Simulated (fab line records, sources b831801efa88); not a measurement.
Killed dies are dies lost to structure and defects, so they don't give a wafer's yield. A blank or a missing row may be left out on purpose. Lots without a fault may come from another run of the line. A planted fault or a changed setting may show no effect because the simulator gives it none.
Which tool did it? | flow sky130 | 12 lots, 36 wafers sampled, at 1 step of a route of 708

WHAT THE GAUGES READ, wafer by wafer
SKY_POLY_GATE_CD_MEAS_22.
lot  | measured     | on        | cd_nm (nm)
L076 | day 17 20:45 | cd_sem-02 | 148.4 149.9 148.3
L077 | day 18 10:00 | cd_sem-02 | 150.7 152.5 151.1
L080 | day 19 00:15 | cd_sem-01 | 149.8 152.6 150.8
L081 | day 19 10:11 | cd_sem-01 | 149.0 146.0 148.1
L083 | day 20 03:15 | cd_sem-02 | 149.0 150.3 151.3
L085 | day 20 15:03 | cd_sem-02 | 150.6 152.2 152.3
L087 | day 21 14:13 | cd_sem-01 | 147.2 153.8 150.0
L088 | day 22 03:20 | cd_sem-02 | 152.1 153.0 148.6
L091 | day 23 11:19 | cd_sem-01 | 150.5 149.9 151.4
L093 | day 23 16:45 | cd_sem-02 | 149.7 149.3 152.6
L095 | day 24 01:19 | cd_sem-02 | 154.9 151.5 155.5
L097 | day 24 11:30 | cd_sem-02 | 145.9 147.7 148.9

WHICH TOOL RAN EACH LOT (tool, then ch and the chambers of the sampled wafers, then the start)
The record holds no process step before these readings.

THE ANSWER, worked out from the rows above alone
Rule: what is usual is taken from the lots themselves. Put in order of their means at a reading, lots are off if they are a third of the lots or fewer, leave a main group of 4 or more, and stand apart from it by a gap of 3 or more times the standard deviation of the main group's means; of several such gaps the widest counts. A main group whose means are all the same, to the digits that the tables above print for the reading, isn't used. A lot without any number at a reading at which 4 lots or more have one is off too. The other lots that the step has rows for count as sound.
No lot is off at any reading shown: from this, nothing can be told.

WHAT THE SIMULATOR HAD PUT IN
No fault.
